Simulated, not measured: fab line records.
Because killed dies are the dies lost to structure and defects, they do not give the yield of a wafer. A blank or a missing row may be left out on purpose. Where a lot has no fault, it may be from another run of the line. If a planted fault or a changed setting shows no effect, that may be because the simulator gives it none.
fab line records -- flow sky130
[record] lots = 6, wafers = 18, last_day = 49
route steps=708 shown VIA4@650 METAL5@661 PAD_OPEN@708
lots that met no fault: from a run of the same line without faults
start_h: the number of hours between the record's first day and the start of the first shown wafer of the lot -- wait_h: hours from the lot's prior step to this one -- " repeats the value in the row above -- L1.1+2: a single row standing in for several wafers -- - no value, or no start given -- * or withheld: withheld -- < > ~ a bound
route shown NAME@n: names a module that has steps shown in the file, with the first one's number in the route -- usual: mean and standard deviation over wafers with no fault -- same: alike in all rows -- chamber/n: place in a boat -- sites: per-site readings -- _std_site: the values' standard deviation -- _edge_site: inner sites' mean taken away from outer sites' mean -- radius_mm: for every site, how far away it sits from the centre of the wafer -- mask NAME#n: copy n -- behind: the most recent tool/chamber to have shaped the wafer -- hold: what put the lot on hold/how long, in hours/how the hold closed -- device: transistor that didn't switch, given as n, p or np -- end of line: at the end of the route, the tests of the same wafers -- a step with no rows: only its recipe -- killed: the dies lost at the first sort to structure and to defects; this is not the yield of the wafer -- map: dies across one wafer; x = killed, . = not, _ = none there
set.NAME: setting as actually run; set.NAME@STEP: the setting as run at that earlier step -- model.NAME: the simulator's own value behind a step, which no gauge read
certain route steps with their lots: each step a table, each wafer a row
services: a tool's chamber out of use, with start hour (start_h, from the record's first day; less than 0 if before it), hours out, and reason
[[steps]]
[step SKY_VIA4_OVL_MEAS_11]
[usual] VIA4_OVL = -0.6/1.5
lot.wafer,tool,chamber,start_h,wait_h,VIA4_OVL[nm]
L618.1,overlay-01,-,1040.34,0.1,0.0
L618.3,overlay-01,-,1040.34,0.1,1.6
L618.5,overlay-01,-,1040.34,0.1,1.3
L625.2,overlay-01,-,1079.63,0.1,1.2
L625.3,overlay-01,-,1079.63,0.1,0.8
L625.6,overlay-01,-,1079.63,0.1,1.8
L626.1,overlay-01,-,1086.56,0.1,-1.6
L626.2,overlay-01,-,1086.56,0.1,-2.3
L626.3,overlay-01,-,1086.56,0.1,-0.5
L631.1,overlay-01,-,1107.18,0.1,-1.1
L631.2,overlay-01,-,1107.18,0.1,-1.8
L631.4,overlay-01,-,1107.18,0.1,-2.7
L633.3,overlay-02,-,1125.77,0.1,-1.9
L633.5,overlay-02,-,1125.77,0.1,-1.2
L633.6,overlay-02,-,1125.77,0.1,-1.3
L635.1,overlay-01,-,1130.38,0.1,0.7
L635.3,overlay-01,-,1130.38,0.1,1.3
L635.4,overlay-01,-,1130.38,0.1,-0.6
[step SKY_VIA4_ETCH_12]
[recipe] target = SiO2, chemistry = C4F8/O2/Ar, stop_on = TiN, mask_material = NOVOLAK, source_w = 1500, bias_w = 1200, pressure_mtorr = 40, c4f8_flow_sccm = withheld, O2_flow_sccm = 6, Ar_flow_sccm = 300, time_s = withheld, target_depth_a = 5800
[usual] oes_product_au = 0.926/0.0043
lot.wafer,tool,chamber,start_h,wait_h,oes_product_au
L618.1,rie_diel-03,2,1040.38,0.0,0.924
L618.3,rie_diel-03,3,1040.38,0.0,0.929
L618.5,rie_diel-03,1,1040.38,0.0,0.924
L625.2,rie_diel-04,2,1079.66,0.0,0.931
L625.3,rie_diel-04,0,1079.66,0.0,0.930
L625.6,rie_diel-04,1,1079.66,0.0,0.924
L626.1,rie_diel-04,3,1086.60,0.0,0.929
L626.2,rie_diel-04,1,1086.60,0.0,0.930
L626.3,rie_diel-04,0,1086.60,0.0,0.932
L631.1,rie_diel-01,2,1107.21,0.0,0.922
L631.2,rie_diel-01,3,1107.21,0.0,0.923
L631.4,rie_diel-01,2,1107.21,0.0,0.925
L633.3,rie_diel-03,0,1125.80,0.0,0.929
L633.5,rie_diel-03,3,1125.80,0.0,0.924
L633.6,rie_diel-03,0,1125.80,0.0,0.929
L635.1,rie_diel-04,2,1130.41,0.0,0.921
L635.3,rie_diel-04,3,1130.41,0.0,0.929
L635.4,rie_diel-04,1,1130.41,0.0,0.928
[step SKY_VIA4_STRIP_13]
[recipe] chemistry = O2/N2, power_w = 1400, pressure_mtorr = 1500, platen_temp_c = withheld, o2_flow_sccm = 3000, n2_flow_sccm = 300, overash_fraction = 0.5
[usual] drypump_motor_current_A = 5.8/0.56, oes_product_au = 0.710/0.0048, strip_time_to_endpoint_s = 12.81/0.032
lot.wafer,tool,chamber,start_h,wait_h,drypump_motor_current_A,oes_product_au,rf_hours_counter_h,strip_time_to_endpoint_s
L618.1,plasma_asher-02,1,1040.45,-,5.1,0.712,59,12.79
L618.3,plasma_asher-02,0,1040.45,-,6.0,0.706,-,12.82
L618.5,plasma_asher-02,1,1040.45,-,5.1,0.714,-,12.84
L625.2,plasma_asher-01,0,1079.74,-,5.3,0.719,33,12.81
L625.3,plasma_asher-01,1,1079.74,-,6.6,0.706,-,12.88
L625.6,plasma_asher-01,1,1079.74,-,6.5,0.698,-,12.87
L626.1,plasma_asher-04,0,1086.67,-,6.2,0.708,2,12.75
L626.2,plasma_asher-04,1,1086.67,-,5.2,0.707,2,12.79
L626.3,plasma_asher-04,0,1086.67,-,6.1,0.709,-,12.78
L631.1,plasma_asher-01,1,1107.29,-,6.6,0.712,35,12.84
L631.2,plasma_asher-01,0,1107.29,-,5.3,0.706,35,12.78
L631.4,plasma_asher-01,1,1107.29,-,6.6,0.710,-,12.81
L633.3,plasma_asher-02,0,1125.90,-,6.1,0.703,-,12.81
L633.5,plasma_asher-02,1,1125.90,-,5.1,0.707,-,12.83
L633.6,plasma_asher-02,0,1125.90,-,6.1,0.712,-,12.86
L635.1,plasma_asher-01,1,1130.49,-,6.6,0.707,38,12.78
L635.3,plasma_asher-01,0,1130.49,-,5.3,0.700,-,12.81
L635.4,plasma_asher-01,1,1130.49,-,6.5,0.714,-,12.79
[step SKY_VIA4_STRIP_14]
[recipe] chemistry = post_etch_residue_remover, time_s = 1200, temp_c = 72.5
[step SKY_VIA4_CLEAN_15]
[recipe] chemistry = IPA, time_s = 180, temp_c = 25
[step SKY_VIA4_CLEAN_16]
[recipe] chemistry = O3/DIW, dry = n2_spin
[step SKY_VIA4_SPUTTER_17]
[recipe] material = TiN, target_thk_nm = 20, chamber_pressure_pa = 5, power_w = 4000, time_s = 80
[step SKY_VIA4_CVD_18]
[recipe] material = W, target_thk_nm = 505, time_s = 152.14, temp_c = 400, pressure_torr = 40
[step SKY_VIA4_RS_MEAS_19]
[recipe] thk_meas_gauge = four-point-probe, reads = W_of_VIA4_CVD_18+TiN_of_VIA4_SPUTTER_17
[usual] VIA4_W_RS = 0.226/0.004
lot.wafer,tool,chamber,start_h,wait_h,VIA4_W_RS[ohm/sq]
L618.1,film_metro-03,-,1041.29,0.1,0.228
L618.3,film_metro-03,-,1041.29,0.1,0.225
L618.5,film_metro-03,-,1041.29,0.1,0.219
L625.2,film_metro-01,-,1080.58,0.1,0.228
L625.3,film_metro-01,-,1080.58,0.1,0.220
L625.6,film_metro-01,-,1080.58,0.1,0.230
L626.1,film_metro-01,-,1087.47,0.1,0.225
L626.2,film_metro-01,-,1087.47,0.1,0.221
L626.3,film_metro-01,-,1087.47,0.1,0.222
L631.1,film_metro-03,-,1108.13,0.1,0.230
L631.2,film_metro-03,-,1108.13,0.1,0.229
L631.4,film_metro-03,-,1108.13,0.1,0.227
L633.3,film_metro-01,-,1126.71,0.1,0.226
L633.5,film_metro-01,-,1126.71,0.1,0.221
L633.6,film_metro-01,-,1126.71,0.1,0.228
L635.1,film_metro-01,-,1131.33,0.1,0.229
L635.3,film_metro-01,-,1131.33,0.1,0.230
L635.4,film_metro-01,-,1131.33,0.1,0.231
[step SKY_VIA4_THK_MEAS_20]
[recipe] thk_meas_gauge = xrf, reads = W_of_VIA4_CVD_18
[usual] VIA4_W_THK = 501/9.6
lot.wafer,tool,chamber,start_h,wait_h,VIA4_W_THK[nm]
L618.1,film_metro-03,-,1041.41,0.1,500
L618.3,film_metro-03,-,1041.41,0.1,506
L618.5,film_metro-03,-,1041.41,0.1,523
L625.2,film_metro-01,-,1080.69,0.1,497
L625.3,film_metro-01,-,1080.69,0.1,512
L625.6,film_metro-01,-,1080.69,0.1,495
L626.1,film_metro-01,-,1087.59,0.1,503
L626.2,film_metro-01,-,1087.59,0.1,514
L626.3,film_metro-01,-,1087.59,0.1,511
L631.1,film_metro-03,-,1108.25,0.1,493
L631.2,film_metro-03,-,1108.25,0.1,492
L631.4,film_metro-03,-,1108.25,0.1,499
L633.3,film_metro-01,-,1126.81,0.1,507
L633.5,film_metro-01,-,1126.81,0.1,517
L633.6,film_metro-01,-,1126.81,0.1,505
L635.1,film_metro-01,-,1131.45,0.1,503
L635.3,film_metro-01,-,1131.45,0.1,499
L635.4,film_metro-01,-,1131.45,0.1,496
[step SKY_VIA4_CMP_21]
[recipe] stop_on = SiO2, t_overpolish_s = 25, down_force_psi = 3.5, platen_rpm = 60, target_thk_nm = 0, pad_velocity_m_s = 0.94248
[usual] edge_zone_pressure_frac = 1.000/0.0057, motor_current_A = 10.8/0.98, overpolish_run_s = 24.999/0.0093, time_to_endpoint_s = 123/3.8
lot.wafer,tool,chamber,start_h,wait_h,edge_zone_pressure_frac,motor_current_A,overpolish_run_s,time_to_endpoint_s
L618.3,cmp-02,0,1041.52,0.1,1.004,11.4,25.020,127
L618.1,cmp-02,2,1041.52,0.1,1.009,10.6,25.012,119
L618.5,cmp-02,0,1041.52,0.1,0.999,11.7,24.999,128
L625.2,cmp-02,3,1080.74,0.0,0.998,9.8,24.995,121
L625.3,cmp-02,2,1080.74,0.0,0.989,10.3,25.007,117
L625.6,cmp-02,3,1080.74,0.0,0.999,10.3,24.994,118
L626.1,cmp-01,3,1088.00,0.4,1.000,10.1,25.001,126
L626.2,cmp-01,0,1088.00,0.4,1.004,10.2,25.003,129
L626.3,cmp-01,2,1088.00,0.4,1.006,10.6,25.007,129
L631.2,cmp-02,3,1108.36,0.1,1.002,10.4,25.010,124
L631.1,cmp-02,0,1108.36,0.1,1.001,11.2,25.000,124
L631.4,cmp-02,1,1108.36,0.1,0.996,12.1,24.986,125
L633.3,cmp-02,0,1126.90,0.1,0.986,11.1,24.985,120
L633.6,cmp-02,3,1126.90,0.1,0.997,10.3,24.976,118
L633.5,cmp-02,0,1126.90,0.1,0.997,10.8,24.990,127
L635.4,cmp-02,3,1131.51,0.0,0.999,10.2,25.001,123
L635.3,cmp-02,0,1131.51,0.0,0.999,11.8,24.999,123
L635.1,cmp-02,1,1131.51,0.0,0.998,12.7,24.994,123
[step SKY_METAL5_SPUTTER_00]
[recipe] material = Ti, target_thk_nm = 15, power_w = 3000, time_s = 10, chamber_pressure_pa = 0.4
[usual] cathode_dc_power_W = 3000.1/0.5, chamber_pressure_pa = 0.4001/0.0008, throttle_valve_pct = 30.1/1.3
lot.wafer,tool,chamber,start_h,wait_h,cathode_dc_power_W,chamber_pressure_pa,throttle_valve_pct
L618.1,pvd_sputter-04,-,1041.77,0.1,3000.1,0.4002,31.3
L618.3,pvd_sputter-04,-,1041.77,0.1,3000.8,0.3995,28.3
L618.5,pvd_sputter-04,-,1041.77,0.1,3000.3,0.3999,31.4
L625.2,pvd_sputter-04,-,1081.04,0.2,2999.7,0.3997,32.4
L625.3,pvd_sputter-04,-,1081.04,0.2,3000.3,0.3987,30.3
L625.6,pvd_sputter-04,-,1081.04,0.2,2999.8,0.3988,32.6
L626.1,pvd_sputter-03,-,1088.30,0.2,3000.6,0.3996,29.5
L626.2,pvd_sputter-03,-,1088.30,0.2,2999.6,0.3994,30.6
L626.3,pvd_sputter-03,-,1088.30,0.2,2998.9,0.4003,28.5
L631.1,pvd_sputter-04,-,1108.61,0.1,3000.2,0.4011,31.2
L631.2,pvd_sputter-04,-,1108.61,0.1,2999.8,0.4008,30.5
L631.4,pvd_sputter-04,-,1108.61,0.1,3000.0,0.4012,28.6
L633.3,pvd_sputter-02,-,1127.15,0.2,3000.4,0.4000,29.3
L633.5,pvd_sputter-02,-,1127.15,0.2,2998.9,0.3996,28.6
L633.6,pvd_sputter-02,-,1127.15,0.2,2999.6,0.4005,29.7
L635.1,pvd_sputter-03,-,1131.81,0.1,2999.7,0.4023,29.3
L635.3,pvd_sputter-03,-,1131.81,0.1,3000.9,0.3999,28.7
L635.4,pvd_sputter-03,-,1131.81,0.1,3001.2,0.4003,30.5
[step SKY_METAL5_SPUTTER_01]
[recipe] material = TiN, target_thk_nm = 20, power_w = 6500, time_s = 16.7, chamber_pressure_pa = 0.4
[usual] cathode_dc_power_W = 6499.9/1.2, chamber_pressure_pa = 0.4001/0.0007, throttle_valve_pct = 30.1/1.2
lot.wafer,tool,chamber,start_h,wait_h,cathode_dc_power_W,chamber_pressure_pa,throttle_valve_pct
L618.1,pvd_sputter-04,-,1041.80,0.0,6499.9,0.3996,31.5
L618.3,pvd_sputter-04,-,1041.80,0.0,6500.2,0.3998,28.6
L618.5,pvd_sputter-04,-,1041.80,0.0,6499.7,0.4014,31.0
L625.2,pvd_sputter-04,-,1081.06,0.0,-,-,-
L625.3,pvd_sputter-04,-,1081.06,0.0,-,-,-
L625.6,pvd_sputter-04,-,1081.06,0.0,-,-,-
L626.1,pvd_sputter-03,-,1088.32,0.0,-,-,-
L626.2,pvd_sputter-03,-,1088.32,0.0,-,-,-
L626.3,pvd_sputter-03,-,1088.32,0.0,-,-,-
L631.1,pvd_sputter-04,-,1108.63,0.0,6501.2,0.3994,31.3
L631.2,pvd_sputter-04,-,1108.63,0.0,6500.4,0.4001,30.1
L631.4,pvd_sputter-04,-,1108.63,0.0,6498.8,0.4016,28.5
L633.3,pvd_sputter-02,-,1127.18,0.0,6498.6,0.4004,29.2
L633.5,pvd_sputter-02,-,1127.18,0.0,6498.5,0.3994,28.8
L633.6,pvd_sputter-02,-,1127.18,0.0,6499.4,0.3993,29.7
L635.1,pvd_sputter-03,-,1131.83,0.0,6499.1,0.3990,29.5
L635.3,pvd_sputter-03,-,1131.83,0.0,6499.9,0.4007,28.4
L635.4,pvd_sputter-03,-,1131.83,0.0,6501.9,0.4005,30.6
[step SKY_METAL5_SPUTTER_02]
[recipe] material = AlCu, target_thk_nm = 1150, power_w = 10600, time_s = 61.2, chamber_pressure_pa = 0.4
[usual] cathode_dc_power_W = 10600/2, chamber_pressure_pa = 0.3999/0.00074, throttle_valve_pct = 30.1/1.3
lot.wafer,tool,chamber,start_h,wait_h,cathode_dc_power_W,chamber_pressure_pa,throttle_valve_pct
L618.1,pvd_sputter-04,-,1041.82,0.0,10597,0.4001,31.4
L618.3,pvd_sputter-04,-,1041.82,0.0,10598,0.3986,28.5
L618.5,pvd_sputter-04,-,1041.82,0.0,10604,0.4016,31.5
L625.2,pvd_sputter-04,-,1081.09,0.0,10599,0.3997,32.3
L625.3,pvd_sputter-04,-,1081.09,0.0,10602,0.3997,30.0
L625.6,pvd_sputter-04,-,1081.09,0.0,10602,0.3997,32.5
L626.1,pvd_sputter-03,-,1088.35,0.0,10601,0.4000,29.3
L626.2,pvd_sputter-03,-,1088.35,0.0,10599,0.3998,30.8
L626.3,pvd_sputter-03,-,1088.35,0.0,10600,0.4003,28.8
L631.1,pvd_sputter-04,-,1108.66,0.0,10606,0.4006,31.2
L631.2,pvd_sputter-04,-,1108.66,0.0,10599,0.3993,30.2
L631.4,pvd_sputter-04,-,1108.66,0.0,10598,0.3991,28.7
L633.3,pvd_sputter-02,-,1127.20,0.0,10600,0.4003,29.4
L633.5,pvd_sputter-02,-,1127.20,0.0,10600,0.3992,28.5
L633.6,pvd_sputter-02,-,1127.20,0.0,10599,0.3996,29.8
L635.1,pvd_sputter-03,-,1131.86,0.0,10599,0.4002,29.6
L635.3,pvd_sputter-03,-,1131.86,0.0,10600,0.4014,28.6
L635.4,pvd_sputter-03,-,1131.86,0.0,10604,0.4004,30.6
[step SKY_PAD_OPEN_PROBE_99]
[usual] defect_limited_yield = 82.7/2.1, killed_at_M0_to_M3 = 43/7.2, killed_at_M4_up = 3.3/1.8, killed_at_contacts = 23/5.5, killed_at_front_end = 16/5.1, killed_at_other = 0.4/0.65, killed_dies = 85/10, killed_on_rim = 17/4.3, killed_open = 46/7.1, killed_short = 38/7.2, sort_bin_3_pad_short = 0.9/0.41, sort_bin_5_function = 10.2/1.5, sort_bin_6_memory = 6.2/1.1, sort_n_pass = 407/10, sort_yield_pct = 82.7/2.1
[same] gross_dies = 492, killed_at_back_side = 0, sort_bin_4_leakage[%] = 0, sort_bin_8_speed[%] = 0
lot.wafer,tool,chamber,start_h,wait_h,defect_limited_yield[%],killed_at_M0_to_M3,killed_at_M4_up,killed_at_contacts,killed_at_front_end,killed_at_other,killed_dies,killed_on_rim,killed_open,killed_short,sort_bin_3_pad_short[%],sort_bin_5_function[%],sort_bin_6_memory[%],sort_n_pass,sort_yield_pct[%],model.etest.via4_chain.rc_ohm,model.etest.met5.rs_ohm_sq,model.etest.met5.line_ohm_um
L618.1,prober-01,-,1107.75,0.1,82.1,48,6,24,10,0,88,15,55,33,1.0,10.2,6.7,404,82.1,0.8083,0.02726,0.01705
L618.3,prober-01,-,1107.85,0.2,80.5,38,5,26,27,0,96,23,45,50,1.0,12.4,6.1,396,80.5,0.796,0.02727,0.01695
L618.5,prober-01,-,1107.95,0.2,78.0,50,1,32,22,3,108,23,65,41,0.4,14.6,6.9,384,78.0,0.7958,0.02723,0.01706
L625.2,prober-02,-,1142.86,0.1,81.1,51,7,20,13,2,93,15,45,48,1.4,11.4,6.1,399,81.1,0.7648,0.02772,0.0173
L625.3,prober-02,-,1142.91,0.2,85.6,37,4,20,9,1,71,14,37,34,0.4,9.6,4.5,421,85.6,0.7709,0.02774,0.01735
L625.6,prober-02,-,1143.06,0.2,83.7,33,4,23,20,0,80,21,42,38,0.2,9.6,6.5,412,83.7,0.7767,0.02752,0.01717
L626.1,prober-01,-,1150.37,0.1,82.7,39,3,19,24,0,85,14,48,37,1.2,10.6,5.5,407,82.7,0.7578,0.02763,0.01731
L626.2,prober-01,-,1150.42,0.1,85.0,36,5,21,12,0,74,15,43,30,1.0,9.3,4.7,418,85.0,0.7873,0.02802,0.01757
L626.3,prober-01,-,1150.47,0.2,81.1,46,1,23,23,0,93,20,55,38,1.0,10.4,7.5,399,81.1,0.7747,0.02826,0.01771
L631.1,prober-02,-,1166.40,0.1,83.3,45,3,19,15,0,82,20,42,40,0.4,9.3,6.9,410,83.3,0.7929,0.02754,0.01724
L631.2,prober-02,-,1166.45,0.1,84.3,40,4,20,13,0,77,12,38,39,1.0,10.0,4.7,415,84.3,0.7711,0.02731,0.01717
L631.4,prober-02,-,1166.55,0.2,86.6,34,5,19,8,0,66,20,41,25,0.4,8.5,4.5,426,86.6,0.8062,0.0277,0.01732
L633.3,prober-02,-,1183.15,0.2,82.3,49,3,23,12,0,87,19,47,39,1.2,10.0,6.5,405,82.3,0.8233,0.02715,0.01697
L633.5,prober-02,-,1183.25,0.2,84.3,39,5,20,13,0,77,14,40,37,0.4,10.2,5.1,415,84.3,0.7806,0.02692,0.01679
L633.6,prober-02,-,1183.30,0.2,86.8,39,2,15,9,0,65,11,39,26,0.4,7.1,5.7,427,86.8,0.7672,0.02712,0.01687
L635.1,prober-01,-,1187.45,0.1,81.7,36,9,25,20,0,90,17,41,48,1.8,9.8,6.7,402,81.7,0.7909,0.02732,0.01712
L635.3,prober-01,-,1187.55,0.2,82.3,47,2,24,14,0,87,19,38,49,1.6,9.3,6.7,405,82.3,0.7733,0.02732,0.0171
L635.4,prober-01,-,1187.60,0.2,85.8,38,4,15,13,0,70,12,40,30,1.2,7.9,5.1,422,85.8,0.7789,0.02731,0.01707
// killed by level:class
L618.1 VIA1:geometric_particle:open=17 VIA3:geometric_particle:open=11 CONTACT:geometric_particle:open=11 CONTACT:geometric_particle:short=6 METAL2:geometric_particle:short=6 VIA1:geometric_particle:short=5 LI_CONTACT:geometric_particle:open=4 METAL4:geometric_particle:short=4
L618.3 CONTACT:geometric_particle:open=12 FIELD_ISO:geometric_particle:short=9 VIA1:geometric_particle:open=9 POLY_GATE:geometric_particle:short=6 VIA2:geometric_particle:open=6 LI_CONTACT:geometric_particle:open=5 METAL2:geometric_particle:short=5 VIA2:geometric_particle:short=5
L618.5 VIA1:geometric_particle:open=14 VIA2:geometric_particle:open=13 CONTACT:geometric_particle:open=12 POLY_GATE:geometric_particle:open=8 VIA1:geometric_particle:short=8 CONTACT:geometric_particle:short=7 LI_CONTACT:geometric_particle:open=6 LOCAL_INTERCONNECT:geometric_particle:short=5
L625.2 VIA1:geometric_particle:open=11 METAL1:geometric_particle:short=7 VIA3:geometric_particle:open=7 METAL4:geometric_particle:short=6 LI_CONTACT:geometric_particle:open=6 FIELD_ISO:geometric_particle:open=5 VIA1:geometric_particle:short=5 METAL2:geometric_particle:short=5
L625.3 VIA1:geometric_particle:open=9 CONTACT:geometric_particle:open=6 LI_CONTACT:geometric_particle:open=5 CONTACT:geometric_particle:short=5 METAL2:geometric_particle:short=5 VIA2:geometric_particle:open=5 LOCAL_INTERCONNECT:geometric_particle:short=4 METAL1:geometric_particle:short=4
L625.6 CONTACT:geometric_particle:open=10 VIA1:geometric_particle:open=8 FIELD_ISO:geometric_particle:open=7 METAL1:geometric_particle:short=7 LI_CONTACT:geometric_particle:open=6 POLY_GATE:geometric_particle:short=5 VIA3:geometric_particle:short=5 METAL4:geometric_particle:short=4
L626.1 FIELD_ISO:geometric_particle:open=10 FIELD_ISO:geometric_particle:short=9 VIA1:geometric_particle:open=6 CONTACT:geometric_particle:open=6 VIA2:geometric_particle:open=6 METAL1:geometric_particle:short=5 VIA3:geometric_particle:open=5 LI_CONTACT:geometric_particle:open=4
L626.2 CONTACT:geometric_particle:open=11 VIA1:geometric_particle:open=11 METAL1:geometric_particle:short=5 METAL3:geometric_particle:short=4 FIELD_ISO:geometric_particle:short=3 FIELD_ISO:geometric_particle:open=3 LOCAL_INTERCONNECT:geometric_particle:open=3 CONTACT:geometric_particle:short=3
L626.3 VIA2:geometric_particle:open=12 LI_CONTACT:geometric_particle:open=9 FIELD_ISO:geometric_particle:short=7 VIA1:geometric_particle:open=7 FIELD_ISO:geometric_particle:open=5 LOCAL_INTERCONNECT:geometric_particle:short=5 CONTACT:geometric_particle:open=5 METAL2:geometric_particle:short=5
L631.1 VIA1:geometric_particle:open=8 VIA2:geometric_particle:open=7 CONTACT:geometric_particle:open=7 VIA1:geometric_particle:short=7 VIA3:geometric_particle:short=5 FIELD_ISO:geometric_particle:short=4 POLY_GATE:geometric_particle:open=4 LI_CONTACT:geometric_particle:open=4
L631.2 FIELD_ISO:geometric_particle:open=8 VIA1:geometric_particle:open=8 LOCAL_INTERCONNECT:geometric_particle:short=7 VIA3:geometric_particle:open=7 METAL1:geometric_particle:short=6 VIA1:geometric_particle:short=6 LI_CONTACT:geometric_particle:open=5 CONTACT:geometric_particle:short=5
L631.4 CONTACT:geometric_particle:open=8 VIA3:geometric_particle:open=7 VIA1:geometric_particle:open=7 LI_CONTACT:geometric_particle:short=4 VIA2:geometric_particle:open=4 METAL1:geometric_particle:short=4 FIELD_ISO:geometric_particle:open=3 LI_CONTACT:geometric_particle:open=3
L633.3 VIA1:geometric_particle:open=19 METAL1:geometric_particle:short=9 CONTACT:geometric_particle:short=9 VIA3:geometric_particle:open=7 LI_CONTACT:geometric_particle:open=5 CONTACT:geometric_particle:open=5 FIELD_ISO:geometric_particle:short=4 POLY_GATE:geometric_particle:open=4
L633.5 VIA1:geometric_particle:open=11 CONTACT:geometric_particle:open=6 METAL1:geometric_particle:short=6 VIA2:geometric_particle:open=6 POLY_GATE:geometric_particle:short=5 LI_CONTACT:geometric_particle:open=5 CONTACT:geometric_particle:short=5 VIA3:geometric_particle:short=4
L633.6 VIA1:geometric_particle:open=10 VIA2:geometric_particle:open=8 VIA3:geometric_particle:open=8 CONTACT:geometric_particle:open=5 POLY_GATE:geometric_particle:short=4 CONTACT:geometric_particle:short=4 METAL1:geometric_particle:short=4 VIA1:geometric_particle:short=4
L635.1 CONTACT:geometric_particle:open=9 VIA3:geometric_particle:open=8 METAL4:geometric_particle:short=8 POLY_GATE:geometric_particle:short=6 CONTACT:geometric_particle:short=5 LOCAL_INTERCONNECT:geometric_particle:short=4 POLY_GATE:geometric_particle:open=4 METAL3:geometric_particle:short=4
L635.3 CONTACT:geometric_particle:open=9 VIA1:geometric_particle:open=9 POLY_GATE:geometric_particle:short=7 METAL1:geometric_particle:short=7 VIA1:geometric_particle:short=6 VIA3:geometric_particle:open=6 LOCAL_INTERCONNECT:geometric_particle:short=5 METAL3:geometric_particle:short=5
L635.4 VIA1:geometric_particle:open=10 LI_CONTACT:geometric_particle:open=5 VIA3:geometric_particle:open=5 VIA1:geometric_particle:short=5 VIA2:geometric_particle:open=5 VIA3:geometric_particle:short=5 POLY_GATE:geometric_particle:open=4 CONTACT:geometric_particle:open=3
[[services]]
tool,chamber,start_h,hours,kind
rie_diel-04,0,1018.34,1.9,repair
rie_diel-01,0,1029.56,4.7,repair
cmp-02,-,1030.24,3.4,repair
pvd_sputter-02,-,1045.52,4.3,repair
plasma_asher-04,-,1055.25,9.0,pm
plasma_asher-04,0,1055.25,9.0,vent_cycle
plasma_asher-04,1,1055.25,9.0,vent_cycle
plasma_asher-04,0,1064.25,-,clean
plasma_asher-04,1,1064.25,-,clean
rie_diel-03,0,1064.71,21.0,repair
rie_diel-01,-,1075.21,14.6,pm
plasma_asher-02,-,1081.22,1.6,repair
cmp-01,-,1084.00,4.0,pm
cmp-01,-,1088.00,-,consumable_replace:conditioner
rie_diel-01,1,1102.48,15.9,repair
rie_diel-01,-,1103.20,2.8,pm
pvd_sputter-03,-,1106.87,4.9,repair
rie_diel-01,-,1108.41,32.4,repair
plasma_asher-04,-,1111.62,4.3,repair
rie_diel-04,3,1111.71,16.7,repair
cmp-01,-,1113.72,0.7,repair
pvd_sputter-03,-,1126.78,3.5,repair
cmp-01,-,1129.24,1.4,repair
pvd_sputter-02,-,1131.13,8.2,repair
[[key]]
[first_sign] step = SKY_METAL5_SPUTTER_01, reading = tool_record, direction = missing
effect none on later readings
[model_effect] step = SKY_PAD_OPEN_PROBE_99, value = etest.via4_chain.rc_ohm, without = 0.8058, struck = 0.772
met_at SKY_METAL5_SPUTTER_01
struck_wafers L625.2,L625.3,L625.6,L626.1,L626.2,L626.3
onset_between 1041.80 1081.06
[fault] kind = skipped_step_whole, tool = pvd_sputter-03,pvd_sputter-04, chamber = -, onset_h = 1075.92, steps = SKY_METAL5_SPUTTER_01, scope = struck_lots_only
